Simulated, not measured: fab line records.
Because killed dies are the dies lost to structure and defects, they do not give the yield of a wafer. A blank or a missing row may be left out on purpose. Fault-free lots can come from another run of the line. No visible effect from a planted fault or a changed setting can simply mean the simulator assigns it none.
A struck lot beside a sound one || flow sky130 || 15 out of 708 route steps
Sound: the wafers L809.1, L809.2, L809.5. Struck: wafer L796.2. (L796.3 of the same lot was not struck and is left out.) The cause comes at the end.
Each step with rows lists, per side, the tool, then ch with its chambers, then its first start. Under that, the readings that differ: sound wafers || struck wafers || difference of the means || sigmas: that difference in standard deviations of wafers without a fault.
alike: a reading whose means differ by less than 2 such deviations, as well as words and numbers matching on both sides. not compared: withheld readings; readings where some wafer has no value; bounds like >300 that might hide an equal value; numbers whose values overlap and for which the record gives no deviation.
A row with sigmas, a row that says differs or no value, or rows on one side alone: a step with any of these is where the two part. Non-overlapping numbers with no deviation appear without sigmas and do not part them. Lack of a reading on every wafer of one side parts them only where that side has two or more wafers.

first, 4 steps without rows for these wafers: SKY_LDD_P_SOFTBAKE_03 (time 60 s); SKY_LDD_P_EXPOSE_04 (exposes mask PSDM, target cd 380 nm); SKY_LDD_P_PEB_05; SKY_LDD_P_DEVELOP_06 (develop time 60 s).
SKY_LDD_P_CD_MEAS_07: the cd target is 380 nm.
  struck on cd-sem-02, day 22 09:47; sound on cd-sem-01, day 26 21:43
  alike: cd-nm
SKY_LDD_P_OVL_MEAS_08:
  struck on overlay-02, day 22 09:54; sound on overlay-01, day 26 21:50
  alike: LDD_P_OVL
then, 1 step without rows for these wafers: SKY_LDD_P_IMPLANT_09.
SKY_LDD_P_STRIP_10: strips in O2/N2.
  sound on plasma-asher-03 ch 0,1, day 26 22:02; struck on plasma-asher-01 ch 0, day 22 10:05
{"reading": "drypump-motor-current-A (A)", "sound": "6.22 5.96 5.98", "struck": 5.45, "difference": -0.60, "sigmas": -2}
  alike: oes-product-au, strip-time-to-endpoint-s
  not compared: rf-hours-counter-h
SKY_LDD_P_TW_MEAS_11:
  struck on film-metro-03, day 22 10:11; sound on film-metro-03, day 26 22:08
  alike: LDD_P_TW
then, 3 steps without rows for these wafers: SKY_LDD_HVN_DEHYDRATE_00 (time 60 s); SKY_LDD_HVN_HMDS_01 (prime time 60 s); SKY_LDD_HVN_COAT_02 (resist thk 300 nm).
SKY_LDD_HVN_SOFTBAKE_03: time 60 s.
  sound on litho-track-03 ch 0, day 27 12:49; struck on litho-track-03 ch 0, day 23 01:00
{"reading": "heater-power-total-W (W)", "sound": "56.54 56.57 56.64", "struck": 57.08, "difference": "+0.50", "sigmas": "+11"}
{"reading": "run-length-s (s)", "sound": "89.19 89.40 89.10", "struck": 87.25, "difference": -1.98, "sigmas": -10}
  not compared: plate-temp-C
then, 1 step without rows for these wafers: SKY_LDD_HVN_EXPOSE_04 (exposes mask HVNTM, target cd 700 nm).
-- record jumps: 25 days separate the struck wafers' starts on either side; left off in module LDD_HVN, taken up again in module PAD_OPEN, whose first shown step is the route's number 708 --
SKY_PAD_OPEN_PROBE_99:
  struck on prober-01, day 48 01:31; sound on prober-02, day 50 17:41
{"reading": "killed-at-front-end", "sound": "9 15 9", "struck": 21, "difference": "+10", "sigmas": "+2"}
{"reading": "killed-short", "sound": "40 26 29", "struck": 45, "difference": "+13", "sigmas": "+2"}
  alike: killed_at_M0_to_M3, killed_at_M4_up, killed-at-contacts, killed-at-other, killed-dies, killed-open

WHERE THEY PART
Last at SKY_PAD_OPEN_PROBE_99 as far as this record goes, first at SKY_LDD_P_STRIP_10.

WHY: what had been put in by the simulator
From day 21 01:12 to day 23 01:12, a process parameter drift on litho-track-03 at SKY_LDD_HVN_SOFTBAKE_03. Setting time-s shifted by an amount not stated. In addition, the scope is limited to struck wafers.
